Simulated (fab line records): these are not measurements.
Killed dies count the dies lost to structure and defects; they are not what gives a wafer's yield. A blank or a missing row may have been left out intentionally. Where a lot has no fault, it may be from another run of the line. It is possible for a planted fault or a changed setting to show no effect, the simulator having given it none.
fab line records | flow sky130
[record] lots = 10 | wafers = 30 | lastDay = 49
route steps=708 shown METAL1@453 VIA1@473 METAL2@485 PAD_OPEN@708
lots untouched by any fault: they come from a run of this same line in which no faults occurred
startH: the number of hours between the record's first day and the start of the first shown wafer of the lot | waitH: hours from the lot's prior step to this one | " unchanged from the row above | L1.1+2: several wafers, shown together as one row | - no value present, or no start provided | * or withheld: withheld | < > ~ a bound
route shown NAME@n: NAME is a module with steps in the file, n the number in the route of the first one | usual: mean/standard deviation taken from wafers without a fault | same: alike in all rows | chamber/n: place in a boat | sites: per-site readings | _std_site: the standard deviation of these | _edge_site: the outer-site mean with the inner-site mean subtracted | radiusMm: how far each site lies from the wafer's centre | mask NAME#n: copy n | behind: the last tool/chamber to shape the wafer | hold: reason for holding the lot/hours on hold/outcome of the hold | device: the n, p or np transistor that did not switch | end of line: the same wafers' tests at the end of the route | a step with no rows: only its recipe | killed: count of dies lost to structure and defects at first sort (not the wafer's yield) | map: the dies of a wafer, with x for killed, . for not killed, _ for no die there
set.NAME: the setting the step ran with; set.NAME@STEP: the setting that earlier step ran with | model.NAME: the simulator's own value behind a step, which no gauge read
the route's steps for a sample of lots (tables are steps, rows are wafers)
services: when a tool's chamber went out of use (startH, in hours from the record's first day, below 0 if earlier), for how many hours, and the reason
[[steps]]
[step SKY_METAL1_METAL_ETCH_19]
[recipe] targetDepthA = 3600 | stopOn = SiO2 | overEtchFrac = 0.3 | timeS = 78 | chemistry = Cl2/BCl3 | resistSidewallDeg = 88 | pressureMtorr = 10 | icpW = 900 | biasW = 48.5 | Cl2_flow_sccm = 60 | bcl3FlowSccm = 30
[usual] drypumpMotorCurrentA = 5.5/0.34 | heBacksideLeakSccm = 3.40/0.28 | oesProductAu = 0.854/0.0065 | throttleValvePct = 22.264/0.0089
lot.wafer | tool        | chamber | startH | waitH | drypumpMotorCurrentA | heBacksideLeakSccm | oesProductAu | rfHoursCounterH | throttleValvePct
L866.1    | rieMetal-02 | 0       | 788.42 | 0.0   | 5.2                  | 3.57               | 0.855        | 6               | 22.271
L866.2    | "           | 1       | "      | "     | 5.7                  | 3.49               | 0.857        | 9               | 22.269
L866.4    | "           | 0       | "      | "     | 5.3                  | 3.51               | 0.857        | -               | 22.271
L867.2    | rieMetal-04 | 0       | 795.34 | 0.1   | 5.8                  | 3.42               | 0.843        | -               | 22.251
L867.3    | "           | 0       | "      | "     | 5.8                  | 3.44               | 0.845        | -               | 22.272
L867.5    | "           | 0       | "      | "     | 5.8                  | 3.43               | 0.844        | -               | 22.279
L870.1    | rieMetal-04 | 0       | 816.06 | 0.0   | 5.7                  | 3.63               | 0.847        | 12              | 22.263
L870.2    | "           | 1       | "      | "     | 5.2                  | 3.26               | 0.853        | 0               | 22.267
L870.3    | "           | 1       | "      | "     | 5.2                  | 3.23               | 0.848        | -               | 22.261
L873.2    | rieMetal-01 | 0       | 840.29 | 0.1   | 6.0                  | 3.19               | 0.843        | -               | 22.250
L873.3    | "           | 0       | "      | "     | 6.1                  | 2.94               | 0.844        | -               | 22.267
L873.6    | "           | 0       | "      | "     | 6.0                  | 2.90               | 0.841        | -               | 22.271
L874.1    | rieMetal-04 | 1       | 849.06 | 0.0   | 5.2                  | 5.74               | 0.854        | 2               | 22.254
L874.3    | "           | 0       | "      | "     | 5.8                  | 3.51               | 0.855        | -               | 22.258
L874.4    | "           | 1       | "      | "     | 5.2                  | 3.38               | 0.848        | -               | 22.262
L877.1    | rieMetal-01 | 0       | 875.27 | 0.0   | 6.1                  | 2.87               | 0.855        | 9               | 22.261
L877.4    | "           | 0       | "      | "     | 6.1                  | 2.88               | 0.846        | -               | 22.251
L877.6    | "           | 0       | "      | "     | 6.0                  | 3.06               | 0.859        | -               | 22.272
L878.2    | rieMetal-02 | 0       | 884.21 | 0.0   | 5.3                  | 3.46               | 0.849        | 10              | 22.254
L878.5    | "           | 1       | "      | "     | 5.7                  | 3.55               | 0.858        | -               | 22.279
L878.6    | "           | 0       | "      | "     | 5.3                  | 3.54               | 0.844        | -               | 22.256
L879.1    | rieMetal-01 | 0       | 888.37 | 0.0   | 6.1                  | 3.03               | 0.852        | 9               | 22.258
L879.2    | "           | 1       | "      | "     | 5.1                  | 3.26               | 0.850        | 12              | 22.263
L879.6    | "           | 1       | "      | "     | 5.1                  | 3.29               | 0.856        | -               | 22.265
L881.1    | rieMetal-04 | 1       | 896.11 | 0.0   | 5.2                  | 3.43               | 0.860        | 3               | 22.251
L881.2    | "           | 0       | "      | "     | 5.7                  | 3.58               | 0.860        | 15              | 22.268
L881.6    | "           | 1       | "      | "     | 5.2                  | 3.40               | 0.859        | -               | 22.259
L882.2    | rieMetal-01 | 0       | 907.67 | 0.0   | 6.0                  | 3.20               | 0.862        | 10              | 22.284
L882.5    | "           | 0       | "      | "     | 6.1                  | 3.12               | 0.856        | -               | 22.263
L882.6    | "           | 1       | "      | "     | 5.1                  | 3.35               | 0.859        | -               | 22.263
[step SKY_VIA1_ETCH_15]
[recipe] target = SiO2 | chemistry = C4F8/O2/Ar | targetDepthNm = 351 | stopOn = TiN | maskMaterial = KrF-thick | sourceW = 1500 | biasW = 1200 | pressureMtorr = 40 | c4f8FlowSccm = withheld | O2_flow_sccm = 6 | Ar_flow_sccm = 300 | timeS = 54
[usual] oesProductAu = 0.980/0.0069
lot.wafer | tool       | chamber | startH | waitH | oesProductAu | rfHoursCounterH
L866.1    | rieDiel-04 | 3       | 816.96 | 0.0   | 0.992        | 3
L866.2    | "          | 0       | "      | "     | 0.969        | 16
L866.4    | "          | 1       | "      | "     | 0.986        | 4
L867.2    | rieDiel-01 | 0       | 823.71 | 0.0   | 0.980        | 33
L867.3    | "          | 3       | "      | "     | 0.992        | 8
L867.5    | "          | 0       | "      | "     | 0.982        | -
L870.1    | rieDiel-04 | 1       | 843.21 | 0.0   | 0.981        | 4
L870.2    | "          | 0       | "      | "     | 0.969        | 17
L870.3    | "          | 3       | "      | "     | 0.979        | 4
L873.2    | rieDiel-01 | 0       | 868.02 | 0.0   | 0.978        | 1
L873.3    | "          | 2       | "      | "     | 0.984        | 8
L873.6    | "          | 3       | "      | "     | 0.979        | -
L874.1    | rieDiel-03 | 1       | 876.36 | 0.0   | 0.982        | 16
L874.3    | "          | 2       | "      | "     | 0.970        | 8
L874.4    | "          | 0       | "      | "     | 0.987        | 7
L877.1    | rieDiel-01 | 1       | 902.57 | 0.0   | 0.973        | 11
L877.4    | "          | 0       | "      | "     | 0.976        | 1
L877.6    | "          | 0       | "      | "     | 0.978        | -
L878.2    | rieDiel-03 | 2       | 911.82 | 0.0   | 0.983        | 9
L878.5    | "          | 3       | "      | "     | 0.979        | -
L878.6    | "          | 0       | "      | "     | 0.975        | -
L879.1    | rieDiel-01 | 2       | 915.21 | 0.0   | 0.981        | 9
L879.2    | "          | 3       | "      | "     | 0.988        | 11
L879.6    | "          | 0       | "      | "     | 0.984        | -
L881.1    | rieDiel-01 | 2       | 922.47 | 0.0   | 0.982        | 9
L881.2    | "          | 0       | "      | "     | 0.988        | 2
L881.6    | "          | 3       | "      | "     | 0.992        | -
L882.2    | rieDiel-03 | 3       | 933.72 | 0.0   | 0.973        | 15
L882.5    | "          | 2       | "      | "     | 0.982        | -
L882.6    | "          | 1       | "      | "     | 0.962        | -
[step SKY_VIA1_CVD_21]
[recipe] material = W | targetThkNm = 270 | timeS = 80.902 | tempC = 400 | pressureTorr = 40
[usual] heaterPowerW = 780/37
lot.wafer | tool    | chamber | startH | waitH | heaterPowerW
L866.1    | cvdW-02 | 1       | 817.66 | 0.0   | 696
L866.2    | "       | 0       | "      | "     | 806
L866.4    | "       | 1       | "      | "     | 718
L867.2    | cvdW-02 | 1       | 824.75 | 0.0   | 738
L867.3    | "       | 0       | "      | "     | 792
L867.5    | "       | 0       | "      | "     | 796
L870.1    | cvdW-01 | 1       | 843.92 | 0.0   | 808
L870.2    | "       | 0       | "      | "     | 812
L870.3    | "       | 0       | "      | "     | 813
L873.2    | cvdW-02 | 1       | 868.72 | 0.0   | 722
L873.3    | "       | 0       | "      | "     | 789
L873.6    | "       | 0       | "      | "     | 808
L874.1    | cvdW-02 | 0       | 877.06 | 0.0   | 803
L874.3    | "       | 1       | "      | "     | 741
L874.4    | "       | 0       | "      | "     | 796
L877.1    | cvdW-02 | 1       | 903.27 | 0.0   | 747
L877.4    | "       | 1       | "      | "     | 719
L877.6    | "       | 1       | "      | "     | 744
L878.2    | cvdW-02 | 1       | 912.60 | 0.1   | 732
L878.5    | "       | 0       | "      | "     | 808
L878.6    | "       | 1       | "      | "     | 720
L879.1    | cvdW-02 | 1       | 915.92 | 0.0   | 730
L879.2    | "       | 0       | "      | "     | 788
L879.6    | "       | 1       | "      | "     | 731
L881.1    | cvdW-02 | 1       | 923.17 | 0.0   | 731
L881.2    | "       | 0       | "      | "     | 812
L881.6    | "       | 1       | "      | "     | 730
L882.2    | cvdW-01 | 1       | 934.46 | 0.0   | 743
L882.5    | "       | 1       | "      | "     | 746
L882.6    | "       | 0       | "      | "     | 787
[step SKY_VIA1_RS_MEAS_22]
[recipe] thkMeasGauge = four-point-probe | reads = W_of_VIA1_CVD_21+TiN_of_VIA1_SPUTTER_20
[usual] VIA1_W_RS = 0.425/0.0049
lot.wafer | tool         | chamber | startH | waitH | VIA1_W_RS[ohm/sq]
L866.1    | filmMetro-03 | -       | 817.75 | 0.1   | 0.414
L866.2    | "            | -       | "      | "     | 0.424
L866.4    | "            | -       | "      | "     | 0.420
L867.2    | filmMetro-02 | -       | 824.86 | 0.1   | 0.418
L867.3    | "            | -       | "      | "     | 0.423
L867.5    | "            | -       | "      | "     | 0.426
L870.1    | filmMetro-02 | -       | 844.01 | 0.1   | 0.430
L870.2    | "            | -       | "      | "     | 0.426
L870.3    | "            | -       | "      | "     | 0.427
L873.2    | filmMetro-03 | -       | 868.83 | 0.1   | 0.426
L873.3    | "            | -       | "      | "     | 0.428
L873.6    | "            | -       | "      | "     | 0.435
L874.1    | filmMetro-03 | -       | 877.16 | 0.1   | 0.423
L874.3    | "            | -       | "      | "     | 0.420
L874.4    | "            | -       | "      | "     | 0.419
L877.1    | filmMetro-03 | -       | 903.36 | 0.1   | 0.420
L877.4    | "            | -       | "      | "     | 0.422
L877.6    | "            | -       | "      | "     | 0.419
L878.2    | filmMetro-03 | -       | 912.71 | 0.1   | 0.416
L878.5    | "            | -       | "      | "     | 0.420
L878.6    | "            | -       | "      | "     | 0.420
L879.1    | filmMetro-04 | -       | 916.01 | 0.1   | 0.217
L879.2    | "            | -       | "      | "     | 0.216
L879.6    | "            | -       | "      | "     | 0.216
L881.1    | filmMetro-03 | -       | 923.27 | 0.1   | 0.216
L881.2    | "            | -       | "      | "     | 0.216
L881.6    | "            | -       | "      | "     | 0.216
L882.2    | filmMetro-03 | -       | 934.57 | 0.1   | 0.429
L882.5    | "            | -       | "      | "     | 0.425
L882.6    | "            | -       | "      | "     | 0.418
[step SKY_VIA1_THK_MEAS_23]
[recipe] thkMeasGauge = xrf | reads = W_of_VIA1_CVD_21
[usual] VIA1_W_THK = 271/4.3
lot.wafer | tool         | chamber | startH | waitH | VIA1_W_THK[nm]
L866.1    | filmMetro-03 | -       | 817.87 | 0.1   | 282
L866.2    | "            | -       | "      | "     | 275
L866.4    | "            | -       | "      | "     | 276
L867.2    | filmMetro-02 | -       | 824.97 | 0.1   | 276
L867.3    | "            | -       | "      | "     | 272
L867.5    | "            | -       | "      | "     | 269
L870.1    | filmMetro-02 | -       | 844.13 | 0.1   | 265
L870.2    | "            | -       | "      | "     | 269
L870.3    | "            | -       | "      | "     | 267
L873.2    | filmMetro-03 | -       | 868.94 | 0.1   | 271
L873.3    | "            | -       | "      | "     | 270
L873.6    | "            | -       | "      | "     | 264
L874.1    | filmMetro-03 | -       | 877.28 | 0.1   | 270
L874.3    | "            | -       | "      | "     | 274
L874.4    | "            | -       | "      | "     | 274
L877.1    | filmMetro-03 | -       | 903.48 | 0.1   | 275
L877.4    | "            | -       | "      | "     | 274
L877.6    | "            | -       | "      | "     | 276
L878.2    | filmMetro-03 | -       | 912.82 | 0.1   | 277
L878.5    | "            | -       | "      | "     | 275
L878.6    | "            | -       | "      | "     | 272
L879.1    | filmMetro-04 | -       | 916.13 | 0.1   | 518
L879.2    | "            | -       | "      | "     | 516
L879.6    | "            | -       | "      | "     | 521
L881.1    | filmMetro-03 | -       | 923.39 | 0.1   | 532
L881.2    | "            | -       | "      | "     | 530
L881.6    | "            | -       | "      | "     | 535
L882.2    | filmMetro-03 | -       | 934.68 | 0.1   | 270
L882.5    | "            | -       | "      | "     | 271
L882.6    | "            | -       | "      | "     | 274
[step SKY_VIA1_CMP_24]
[recipe] stopOn = SiO2 | tOverpolishS = 15 | downForcePsi = 3.5 | platenRpm = 60 | targetThkNm = 0 | padVelocityMS = 0.94248
[usual] motorCurrentA = 11.8/1.6 | timeToEndpointS = 64/3.8
lot.wafer | tool   | chamber | startH | waitH | motorCurrentA | timeToEndpointS
L866.4    | cmp-02 | 2       | 817.93 | 0.0   | 12.0          | 68
L866.2    | "      | 0       | "      | "     | 11.4          | 69
L866.1    | "      | 1       | "      | "     | 11.2          | 67
L867.2    | cmp-01 | 1       | 825.02 | 0.0   | 10.4          | 64
L867.3    | "      | 3       | "      | "     | 15.1          | 65
L867.5    | "      | 2       | "      | "     | 10.7          | 67
L870.3    | cmp-02 | 1       | 844.19 | 0.0   | 11.0          | 65
L870.2    | "      | 2       | "      | "     | 12.8          | 69
L870.1    | "      | 0       | "      | "     | 11.5          | 67
L873.3    | cmp-02 | 1       | 868.99 | 0.0   | 10.7          | 63
L873.2    | "      | 0       | "      | "     | 11.6          | 68
L873.6    | "      | 2       | "      | "     | 12.4          | 64
L874.4    | cmp-01 | 3       | 877.34 | 0.0   | 14.7          | 64
L874.3    | "      | 0       | "      | "     | 11.7          | 59
L874.1    | "      | 2       | "      | "     | 10.5          | 66
L877.4    | cmp-01 | 2       | 903.54 | 0.0   | 10.8          | 70
L877.1    | "      | 0       | "      | "     | 11.0          | 68
L877.6    | "      | 3       | "      | "     | 14.6          | 72
L878.2    | cmp-01 | 2       | 912.97 | 0.1   | 11.3          | 66
L878.6    | "      | 2       | "      | "     | 10.5          | 65
L878.5    | "      | 3       | "      | "     | 14.3          | 68
L879.2    | cmp-01 | 0       | 916.29 | 0.1   | 10.7          | 115
L879.1    | "      | 1       | "      | "     | 11.4          | 122
L879.6    | "      | 2       | "      | "     | 10.4          | 130
L881.2    | cmp-02 | 3       | 923.55 | 0.1   | 10.7          | 122
L881.1    | "      | 0       | "      | "     | 11.5          | 134
L881.6    | "      | 1       | "      | "     | 11.1          | 129
L882.2    | cmp-01 | 0       | 934.88 | 0.2   | 10.4          | 61
L882.6    | "      | 1       | "      | "     | 10.3          | 65
L882.5    | "      | 2       | "      | "     | 10.1          | 65
[step SKY_METAL2_SPUTTER_02]
[recipe] material = AlCu | targetThkNm = 250 | powerW = 10600 | timeS = 13.3 | chamberPressurePa = 0.4
[usual] chamberPressurePa = 0.3999/0.00083 | throttleValvePct = 30.0/1
lot.wafer | tool          | chamber | startH | waitH | chamberPressurePa | throttleValvePct
L866.1    | pvdSputter-03 | -       | 818.28 | 0.0   | 0.3997            | 30.7
L866.2    | "             | -       | "      | "     | 0.4001            | 28.9
L866.4    | "             | -       | "      | "     | 0.4001            | 30.8
L867.2    | pvdSputter-03 | -       | 825.37 | 0.0   | 0.4002            | 31.0
L867.3    | "             | -       | "      | "     | 0.3981            | 30.6
L867.5    | "             | -       | "      | "     | 0.4007            | 28.7
L870.1    | pvdSputter-03 | -       | 844.54 | 0.0   | 0.4007            | 30.8
L870.2    | "             | -       | "      | "     | 0.4007            | 30.7
L870.3    | "             | -       | "      | "     | 0.3987            | 30.9
L873.2    | pvdSputter-04 | -       | 869.34 | 0.0   | 0.3996            | 29.6
L873.3    | "             | -       | "      | "     | 0.3994            | 28.3
L873.6    | "             | -       | "      | "     | 0.3999            | 29.3
L874.1    | pvdSputter-03 | -       | 877.68 | 0.0   | 0.3986            | 29.0
L874.3    | "             | -       | "      | "     | 0.4005            | 30.6
L874.4    | "             | -       | "      | "     | 0.3998            | 30.8
L877.1    | pvdSputter-03 | -       | 903.89 | 0.0   | 0.3993            | 29.1
L877.4    | "             | -       | "      | "     | 0.3993            | 31.0
L877.6    | "             | -       | "      | "     | 0.4002            | 30.8
L878.2    | pvdSputter-04 | -       | 913.31 | 0.0   | 0.4001            | 28.3
L878.5    | "             | -       | "      | "     | 0.3998            | 28.3
L878.6    | "             | -       | "      | "     | 0.4000            | 32.0
L879.1    | pvdSputter-03 | -       | 916.54 | 0.0   | 0.4011            | 29.0
L879.2    | "             | -       | "      | "     | 0.4009            | 30.9
L879.6    | "             | -       | "      | "     | 0.4006            | 28.7
L881.1    | pvdSputter-03 | -       | 923.80 | 0.0   | 0.3976            | 28.7
L881.2    | "             | -       | "      | "     | 0.3998            | 30.8
L881.6    | "             | -       | "      | "     | 0.3991            | 30.6
L882.2    | pvdSputter-03 | -       | 935.08 | 0.0   | 0.4008            | 30.5
L882.5    | "             | -       | "      | "     | 0.4011            | 30.4
L882.6    | "             | -       | "      | "     | 0.3992            | 30.8
[step SKY_PAD_OPEN_PROBE_99]
[usual] defectLimitedYield = 82.9/2 | killed_at_M0_to_M3 = 43/7 | killed_at_M4_up = 3.0/1.9 | killedAtContacts = 24/4.6 | killedAtFrontEnd = 15/4.1 | killedAtOther = 0.3/0.52 | killedDies = 84/9.7 | killedOnRim = 16/3.6 | killedOpen = 46/6.9 | killedShort = 38/6.8 | sort_bin_3_pad_short = 0.8/0.41 | sort_bin_5_function = 10.2/1.5 | sort_bin_6_memory = 6.1/1.1 | sortNPass = 408/9.7 | sortYieldPct = 82.9/2
[same] grossDies = 492 | killedAtBackSide = 0 | sort_bin_4_leakage[%] = 0 | sort_bin_8_speed[%] = 0
lot.wafer | tool      | chamber | startH  | waitH | defectLimitedYield[%] | killed_at_M0_to_M3 | killed_at_M4_up | killedAtContacts | killedAtFrontEnd | killedAtOther | killedDies | killedOnRim | killedOpen | killedShort | sort_bin_3_pad_short[%] | sort_bin_5_function[%] | sort_bin_6_memory[%] | sortNPass | sortYieldPct[%]
L877.1    | prober-02 | -       | 1157.33 | 0.1   | 80.7                  | 48                 | 6               | 24               | 16               | 1             | 95         | 19          | 61         | 34          | 0.6                     | 11.4                   | 7.3                  | 397       | 80.7
L877.4    | prober-02 | -       | 1157.48 | 0.2   | 79.9                  | 49                 | 2               | 33               | 15               | 0             | 99         | 16          | 60         | 39          | 0.4                     | 13.6                   | 6.1                  | 393       | 79.9
L877.6    | prober-02 | -       | 1157.58 | 0.2   | 84.1                  | 33                 | 0               | 24               | 21               | 0             | 78         | 12          | 40         | 38          | 1.2                     | 10.0                   | 4.7                  | 414       | 84.1
// killed by level:class
L877.1 VIA2:geometricParticle:open=11 VIA1:geometricParticle:open=11 LI_CONTACT:geometricParticle:open=8 POLY_GATE:geometricParticle:open=6 CONTACT:geometricParticle:open=6 VIA3:geometricParticle:open=6 LOCAL_INTERCONNECT:geometricParticle:short=5 METAL1:geometricParticle:short=5
L877.4 VIA1:geometricParticle:open=14 LI_CONTACT:geometricParticle:open=13 CONTACT:geometricParticle:open=10 METAL2:geometricParticle:short=7 VIA2:geometricParticle:open=6 POLY_GATE:geometricParticle:open=5 CONTACT:geometricParticle:short=5 VIA3:geometricParticle:open=5
L877.6 VIA1:geometricParticle:open=8 POLY_GATE:geometricParticle:short=6 CONTACT:geometricParticle:short=6 CONTACT:geometricParticle:open=6 VIA1:geometricParticle:short=6 VIA2:geometricParticle:open=6 FIELD_ISO:geometricParticle:short=5 POLY_GATE:geometricParticle:open=5
[[services]]
tool          | chamber | startH | hours | kind
rieMetal-02   | 0       | 777.54 | 8.8   | repair
pvdSputter-03 | -       | 782.97 | 2.6   | repair
rieDiel-01    | 2       | 794.14 | 3.6   | repair
rieMetal-01   | 1       | 797.14 | 1.2   | repair
pvdSputter-04 | -       | 803.60 | 1.3   | repair
rieMetal-04   | 0       | 804.36 | 3.1   | repair
cmp-01        | -       | 805.19 | 6.2   | pm
rieDiel-04    | -       | 808.48 | 0.1   | repair
rieDiel-04    | 2       | 817.88 | 3.1   | repair
pvdSputter-04 | -       | 822.14 | 5.7   | repair
rieDiel-04    | 1       | 830.27 | 5.6   | repair
rieMetal-01   | 1       | 839.05 | 4.0   | repair
rieDiel-01    | -       | 843.52 | 0.6   | repair
cmp-01        | -       | 844.32 | 9.9   | repair
rieDiel-04    | -       | 853.79 | 0.7   | repair
rieDiel-03    | 1       | 865.51 | 3.0   | repair
rieDiel-01    | 0       | 879.78 | 6.4   | repair
rieDiel-01    | 1       | 891.64 | 2.4   | repair
cmp-02        | -       | 894.87 | 0.9   | repair
rieMetal-04   | -       | 908.11 | 0.5   | repair
cmp-01        | -       | 924.25 | 4.0   | pm
rieDiel-03    | -       | 931.86 | 0.5   | repair
cmp-01        | -       | 934.09 | 0.4   | repair
rieDiel-01    | 1       | 934.91 | 21.7  | repair
[[key]]
[firstSign] step = SKY_VIA1_RS_MEAS_22 | reading = VIA1_W_RS | direction = down | sigmas = 42 | usual = 0.425 | struck = 0.216
[effect] step = SKY_VIA1_THK_MEAS_23 | reading = VIA1_W_THK | direction = up | sigmas = 59 | usual = 271 | struck = 526
[effect] step = SKY_VIA1_CMP_24 | reading = timeToEndpointS | direction = up | sigmas = 16 | usual = * | struck = *
metAt SKY_VIA1_CVD_21
struckLots L879,L881
notActingAt SKY_METAL1_METAL_ETCH_19,SKY_VIA1_ETCH_15,SKY_METAL2_SPUTTER_02
onsetBetween 912.60 915.92
[fault] kind = processParameterDrift | tool = cvdW-02 | chamber = - | onsetH = 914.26 | steps = SKY_VIA1_CVD_21 | channel = targetThkNm | offset = 258.02 | shape = step | endH = 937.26 | actsIn = theseRecipesOnly | stated = 270
